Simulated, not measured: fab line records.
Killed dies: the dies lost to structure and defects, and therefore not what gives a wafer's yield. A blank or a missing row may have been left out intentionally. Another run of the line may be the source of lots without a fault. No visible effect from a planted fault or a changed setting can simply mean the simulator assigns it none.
Chamber matching    flow sky130    rie_si-01 running SKY_FIELD_ISO_ETCH_17: 4 sister chambers
The step etches Si in HBr/Cl2/O2, target depth 342 nm, time 97.7 s. 4 wafers are shown with their chamber, then 9 later ones without.

== EACH WAFER AND ITS CHAMBER ==
wafer   chamber  drypump_motor_current_A (A)
L423.1  0        5.6
L428.1  2        6.7
L428.3  3        6.2
L428.4  1        5.7

== WAFERS WITHOUT THEIR CHAMBER ==
wafer   drypump_motor_current_A (A)
L429.3  6.2
L429.4  5.6
L429.6  6.2
L435.1  5.6
L435.3  6.2
L435.6  5.6
L436.1  6.1
L436.4  5.7
L436.5  5.6

== EACH ONE'S CHAMBER ==
wafer   from the rows above  in truth
L429.3  3                    3
L429.4  0                    0
L429.6  3                    3
L435.1  0                    0
L435.3  3                    3
L435.6  0                    0
L436.1  3                    3
L436.4  1                    1
L436.5  0                    0
9 of 9 placed correctly. Left unplaced by these rows: 0. Number placed wrongly: 0.
How it was worked out, from the rows above alone: a wafer's distance from a chamber is the root of the sum, over the readings, of the square of ((its reading less the chamber's mean) divided by the reading's scatter). If the next closest chamber is less than 2 further off than the closest, the wafer can't be placed; otherwise it belongs to the closest. For every chamber, the mean is computed from those of its wafers that are shown. The scatter (one wafer shown for each chamber): square how far every hidden wafer sits from the nearest shown wafer, average those squares and take the square root.
